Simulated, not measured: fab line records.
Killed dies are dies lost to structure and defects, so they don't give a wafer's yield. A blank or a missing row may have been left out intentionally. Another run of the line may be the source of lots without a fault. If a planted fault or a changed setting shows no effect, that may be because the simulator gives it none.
Code-filled problem report in 8D (eight disciplines) form | flow sfq line | the parts of the form that need people (team, actions taken, sign-off) are left out

== 1. THE ISSUE ==
M4_NB_RS at SFQ_M4_RS_MEAS_924 reads a mean of 0.976 ohm/sq on 1 wafer of 1 lot; wafers without a fault read 0.892 ohm/sq with a standard deviation of 0.011. Measured from the usual mean, that is +7.6 standard deviations.
The step: measures by four-point-probe.
First seen on wafer L653.5, day 47 08:22, on film metro-04. Wafers with a number at this step in the record: 39, from 13 lots. By rule, "out" or "out of limits" means more than 4 standard deviations away from the usual mean. The rest of the wafers with a number are treated as sound.

== 2. WHAT IT IS; WHAT IT IS NOT ==
question                    | is                | is not
which readings at this step | M4_NB_RS          | -
which lots                  | L653              | L642, L643, L644, L645, L646, L648, L650, L657, L659, L660, L662, L663
which wafers of those lots  | L653.5            | L653.1, L653.2
read on which gauges        | film metro-04     | film metro-01, film metro-03
when                        | from day 47 08:22 | up to then (23 sound wafers); but 15 sound wafers of L657, L659, L660, L662, L663 came after

== 3. SUSPECTS, AND WHAT RULES EACH OUT ==
Counting: if a tool at a process step up to the reading ran every lot that is out, it stays a suspect. Sound lots after the first of them don't rule it out here, since some wafers of a struck lot are sound.
- the gauge at SFQ_M4_RS_MEAS_924 has been ruled out. All the wafers that are out were read on film metro-04, but those of them that SFQ_TRILAYER_M4_ETCH_METAL_ETCH_096 has rows for are out there too, on other tools.
- pvd sputter-05 at SFQ_TRILAYER_M4_DEP_SPUTTER_091 (material Nb, target thk 200 nm, time 133.3 s): kept. It ran the lot that is out, L653 (day 47 08:17); its last sound lot up to then is L650 (day 46 11:58).
Left after counting: pvd sputter-05 at SFQ_TRILAYER_M4_DEP_SPUTTER_091.

== 4. THE CAUSE (what the simulator had put in) ==
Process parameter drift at SFQ_TRILAYER_M4_DEP_SPUTTER_091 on pvd sputter-05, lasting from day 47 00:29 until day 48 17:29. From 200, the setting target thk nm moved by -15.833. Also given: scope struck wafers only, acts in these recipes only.
This tool alone remained once counting was done.

== 5. THE EFFECT CHAIN, in route order ==
Each row: a reading where the mean over the struck wafers with a number is more than 3 standard deviations away from the usual. Scope: only readings with a usual standard deviation given in the record; hours: median across lots of the time from each lot's start at the first step in this table that gives one to its start at this step; sigmas: change in usual standard deviations.
hours | step                                | reading        | usual        | on struck wafers | change | sigmas
0     | SFQ_M4_RS_MEAS_924                  | M4_NB_RS       | 0.892 ohm/sq | 0.976            | +0.084 | +7.6
3     | SFQ_TRILAYER_M4_ETCH_METAL_ETCH_096 | oes product au | 0.894 a.u.   | 0.851            | -0.043 | -5.2
It contains these process steps:
- SFQ_TRILAYER_M4_ETCH_METAL_ETCH_096: etches Nb in Cl2/Ar, stops on SiO2, target depth 240 nm, time 120 s.

== 6. WHAT WOULD HAVE CAUGHT IT SOONER ==
In this record the first reading out of limits at a measuring or inspecting step was taken at day 47 08:22, 8 hours after the fault began at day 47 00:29.
Tool readings at SFQ_TRILAYER_M4_DEP_SPUTTER_091 with a usual standard deviation given in the record: none out on any struck wafer, hence no alarm at a limit of 4 standard deviations on them.
Each of the lots that are out, 1 in all, had begun SFQ_TRILAYER_M4_DEP_SPUTTER_091 on pvd sputter-05 no later than day 47 08:22. A hold on the tool at that time would have spared none of them.
